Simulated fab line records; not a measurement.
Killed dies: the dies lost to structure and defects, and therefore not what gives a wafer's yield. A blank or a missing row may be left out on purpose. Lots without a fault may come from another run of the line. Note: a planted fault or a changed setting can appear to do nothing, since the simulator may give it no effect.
A lot that was struck, set against a sound lot    flow gf180mcu    24 out of 602 route steps
Sound: wafers L958.2, L958.4, L958.5. Wafers L962.1, L962.2, L962.5 were the ones struck. The cause is given at the end.
Per side, at each step with rows, come the tool, then ch with its chambers, and then its first start. Under that, the readings that differ: sound wafers    struck wafers    difference of the means    sigmas: that difference in standard deviations of wafers without a fault.
alike: words and numbers the same on both sides, and readings whose means are apart by under 2 such deviations; not compared: readings that were withheld, readings missing a value for some wafer, numbers with overlapping values and no deviation given by the record, and bounds like >300 which may hide the same value.
Wherever a step has rows on one side only, a row that says differs or no value, or a row with sigmas, the two part there. Numbers that don't overlap but have no deviation are shown without sigmas and don't part them. A reading that every wafer of one side lacks parts them only if that side has two wafers or more.

GF_M5_STRIP_11: strips in O2/N2.
  sound on plasma-asher-04 ch 0,1, day 26 10:39; struck on plasma-asher-02 ch 0,1, day 27 13:11
  alike: drypump-motor-current-A, heater-power-w, oes-product-au, strip-time-to-endpoint-s
  not compared: rf-hours-counter-h
then, 3 steps without rows for these wafers: GF_M5_STRIP_12 (strips in post etch residue remover, time 1200 s); GF_M5_CLEAN_13 (cleans in DIW); GF_V5_CVD_00 (deposits SiO2, target thk 300 nm, time 50 s).
GF_V5_THK_MEAS_01:
  struck on film-metro-01, day 27 13:47; sound on film-metro-03, day 26 11:14
  alike: V5_CVD_00_THK
GF_V5_CVD_02: deposits SiO2 from TEOS, target thk 1450 nm, time 163.28 s.
  sound on pecvd-04 ch 0,1,2, day 26 11:17; struck on pecvd-02 ch 1,2, day 27 13:51
  alike: heater-power-w
GF_V5_THK_MEAS_03:
  struck on film-metro-02, day 27 13:58; sound on film-metro-03, day 26 11:24
  alike: V5_CVD_02_THK
GF_V5_CMP_04: polishes SiO2.
  sound on cmp-01 ch 2,3, day 26 11:27; struck on cmp-01 ch 0,3, day 27 14:01
  alike: motor-current-A
GF_V5_BOW_MEAS_05:
  struck on film-metro-01, day 27 14:19; sound on film-metro-02, day 26 11:46
  alike: V5_BOW
then, 3 steps without rows for these wafers: GF_V5_DEHYDRATE_06 (time 60 s); GF_V5_HMDS_07 (prime time 60 s); GF_V5_COAT_08.
GF_V5_COAT_09: resist thk 1000 nm.
  sound on litho-track-04 ch 0, day 26 21:00; struck on litho-track-02 ch 0, day 28 00:00
reading                              sound              struck          difference  sigmas
dispense-pressure-kPa (kPa)          58 58 58           50 50 50        -8          -2
model.KrF_of_V5_COAT_09.thk-nm (nm)  997.6 998.3 995.7  1109 1104 1107  +109        
then, 3 steps without rows for these wafers: GF_V5_SOFTBAKE_10 (time 60 s); GF_V5_EXPOSE_11 (exposes mask Via5, target cd 260 nm); GF_V5_PEB_12 (peb time 90 s).
GF_V5_DEVELOP_13: develop time 60 s.
  sound on litho-track-04 ch 0, day 27 07:34; struck on litho-track-04 ch 0, day 28 09:33
reading                              sound              struck          difference  sigmas
model.KrF_of_V5_COAT_09.thk-nm (nm)  982.6 983.3 980.7  1094 1089 1092  +109        
  alike: developer-temp-C
GF_V5_CD_MEAS_14: target cd 260 nm.
  struck on cd-sem-02, day 28 10:11; sound on cd-sem-02, day 27 07:43
reading     sound              struck             difference  sigmas
cd-nm (nm)  260.2 260.8 259.8  256.2 255.3 255.2  -4.7        -4
  not compared: hold
GF_V5_OVL_MEAS_15:
  struck on overlay-02, day 28 16:17; sound on overlay-02, day 27 07:49
reading  sound  struck                                                                      difference                    sigmas
hold     - - -  await-dispo/6.0h/release await-dispo/6.0h/release await-dispo/6.0h/release  no value on the sound wafers  
  alike: V5_OVL
GF_V5_ETCH_16: etches BARC in N2/H2.
  sound on rie-diel-02 ch 0,2, day 27 07:51; struck on rie-diel-02 ch 0,1,2, day 28 16:20
reading              sound              struck             difference  sigmas
model.V5.cd-nm (nm)  259.9 260.8 259.6  257.5 255.3 254.8  -4.2        
  alike: drypump-motor-current-A, oes-product-au, throttle-valve-pct
GF_V5_ETCH_17: etches SiO2 in C4F8/O2/Ar, stops on TiN, target depth 855 nm.
  sound: rie-diel-02 ch 0,2; struck: rie-diel-02 ch 0,1,2
reading              sound            struck           difference  sigmas
model.V5.cd-nm (nm)  259 260.6 259.5  257.3 255 253.9  -4.3        
  alike: oes-product-au
GF_V5_STRIP_18: strips in O2/N2.
  sound on plasma-asher-04 ch 1, day 27 08:01; struck on plasma-asher-04 ch 0,1, day 29 11:54
reading                sound              struck             difference  sigmas
oes-product-au (a.u.)  0.567 0.565 0.563  0.616 0.605 0.615  +0.047      +10
  alike: drypump-motor-current-A, heater-power-w
  not compared: rf-hours-counter-h
then, 1 step without rows for these wafers: GF_V5_STRIP_19 (strips in post etch residue remover, time 1200 s).
GF_PASSIVATION_PROBE_99:
  only the struck wafers here have rows in the record (prober-01, day 30 07:42); the sound ones have none

WHERE THEY PART
At GF_V5_COAT_09 first; at GF_PASSIVATION_PROBE_99 last (within this record only).

WHY: what the simulator had put in
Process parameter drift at GF_V5_COAT_09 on litho-track-02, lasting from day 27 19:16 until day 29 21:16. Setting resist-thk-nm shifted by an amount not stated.
